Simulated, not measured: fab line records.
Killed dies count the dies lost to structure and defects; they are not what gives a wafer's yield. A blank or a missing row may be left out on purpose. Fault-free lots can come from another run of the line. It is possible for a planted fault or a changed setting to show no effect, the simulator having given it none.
8D (eight disciplines) problem report, filled in by code / flow sky130 / the parts of the form that need people (team, actions taken, sign-off) are left out

== 1. PROBLEM STATEMENT ==
Wafers without a fault read 19.999, standard deviation 0.0058; beam energy keV at SKY_LDD_HVP_IMPLANT_08 reads a mean of 19.162 on 6 wafers belonging to 2 lots. That is -99 or more standard deviations from the usual mean.
Seen first at day 25 04:50 on implanter-03, wafer L660.2. The record has a number at this step for 39 wafers belonging to 13 lots. By rule, "out" or "out of limits" means more than 4 standard deviations away from the usual mean. All remaining wafers that have a number are taken as sound.

== 2. WHAT IT IS AND WHAT IT IS NOT ==
question=which readings at this step | is=beam energy keV | is not=dose ions cm2
question=which lots | is=L660, L661 | is not=L652, L653, L655, L664, L668, L669, L670, L671, L672, L674, L675
question=which wafers of those lots | is=all that have a number | is not=-
question=read on which tools | is=implanter-03 | is not=implanter-01, implanter-04
question=when | is=from day 25 04:50 | is not=up to then (9 sound wafers); but 24 sound wafers of L664, L668, L669, L670, L671, L672, L674, L675 came after

== 3. THE SUSPECTS, EACH WITH WHAT RULES IT OUT ==
Counting: a tool stays on the suspect list if, at a process step up to the reading, it processed all lots that are out and no sound lot following the first of them.
- implanter-03 at SKY_LDD_HVP_IMPLANT_08: ruled out as a lasting fault. After its first lot that is out, L660 (day 25 04:50), sound lots L672, L674 ran on it.
Left after counting: nothing in the record.

== 4. THE CAUSE (what the simulator had put in) ==
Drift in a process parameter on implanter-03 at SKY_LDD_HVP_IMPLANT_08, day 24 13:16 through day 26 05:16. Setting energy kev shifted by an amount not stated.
Counting ruled it out, wrongly.

== 5. THE EFFECT CHAIN, in route order ==
One row per reading whose mean, taken over the struck wafers that have a number, lies over 3 standard deviations from the usual. Scope: only readings with a usual standard deviation given in the record; hours: median across lots of the time from each lot's start at the first step in this table that gives one to its start at this step; sigmas: change in usual standard deviations.
hours=0; step=SKY_LDD_HVP_IMPLANT_08; reading=beam energy keV; usual=19.999; on struck wafers=19.162; change=-0.837; sigmas=-99 or more
The process steps in it:
- SKY_LDD_HVP_IMPLANT_08
At these later measuring or inspecting steps, every struck wafer for which the step has a row has a number for every such reading, and none has moved that far: SKY_SD_N_RS_MEAS_18.

== 6. HOW IT WOULD HAVE BEEN CAUGHT EARLIER ==
The fault began at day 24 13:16; the first out-of-limits reading in this record came at day 25 04:50, 16 hours later.
